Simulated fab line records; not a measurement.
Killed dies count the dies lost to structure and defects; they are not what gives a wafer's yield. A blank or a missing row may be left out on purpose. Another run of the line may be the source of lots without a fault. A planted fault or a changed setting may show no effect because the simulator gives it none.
Problem report, 8D (eight disciplines) form, completed by code / flow gf180mcu / the parts of the form that need people (team, actions taken, sign-off) are left out

## 1. WHAT WENT WRONG
cathode-dc-power-W at GF_M4_SPUTTER_00 reads a mean of 4940.9 W on 2 wafers of 2 lots; wafers without a fault read 4000.0 W with a standard deviation of 0.69. That is +99 or more standard deviations from the usual mean.
The step: material Ti, target thk 37.5 nm, time 150 s.
First seen on wafer L203.1, day 25 07:38, on pvd-sputter-01. The record has a number at this step for 40 wafers belonging to 14 lots. The rule behind "out" and "out of limits": a value lying over 4 standard deviations away from the usual mean. The other wafers with a number count as sound.

## 2. WHAT IT IS, WHAT IT ISN'T
question=which readings at this step | is=cathode-dc-power-W | is not=throttle-valve-pct
question=which lots | is=L203, L206 | is not=L195, L197, L198, L199, L200, L201, L202, L207, L208, L209, L210, L211
question=which wafers of those lots | is=L203.1, L206.4 | is not=L203.3, L206.2
question=read on which tools | is=pvd-sputter-01 | is not=pvd-sputter-02, pvd-sputter-04
question=when | is=from day 25 07:38 | is not=up to then (22 sound wafers); but 16 sound wafers of L206, L207, L208, L209, L210, L211 came after

## 3. THE SUSPECTS, EACH WITH WHAT RULES IT OUT
Counting: if a tool at a process step up to the reading ran every lot that is out, it stays a suspect. Sound lots after the first of them don't rule it out here, since some wafers of a struck lot are sound.
- pvd-sputter-01 at GF_M4_SPUTTER_00 (material Ti, target thk 37.5 nm, time 150 s): kept. Ran every lot that is out, first one L203 (day 25 07:38); last sound lot up to then L201 (day 24 18:55). Out on those wafers are its own readings of cathode-dc-power-W.
Remaining after the count: pvd-sputter-01 at GF_M4_SPUTTER_00.

## 4. THE CAUSE (what the simulator had put in)
Drift in process parameters on pvd-sputter-01 at GF_M4_SPUTTER_00, starting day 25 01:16. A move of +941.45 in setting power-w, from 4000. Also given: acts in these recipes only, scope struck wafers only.
Counting left only this tool.

## 5. THE EFFECT CHAIN, in route order
One row per reading whose mean, taken over the struck wafers that have a number, lies over 3 standard deviations from the usual. Readings are gone through only where the record gives a usual standard deviation; hours: the median, over the lots, of the time from a lot's start at the first step in this table giving one to that lot's start at this step; sigmas: the change measured in usual standard deviations.
hours=0; step=GF_M4_SPUTTER_00; reading=cathode-dc-power-W; usual=4000.0 W; on struck wafers=4940.9; change=+940.9; sigmas=+99 or more
Here are the process steps it includes:
- GF_M4_SPUTTER_00: material Ti, target thk 37.5 nm, time 150 s.
At these later measuring or inspecting steps, every struck wafer for which the step has a row has a number for every such reading, and none has moved that far: GF_M4_RS_MEAS_05.

## 6. WHAT WOULD HAVE CAUGHT IT SOONER
First out-of-limits reading in this record: day 25 07:38, which is 6 hours after fault onset at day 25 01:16.
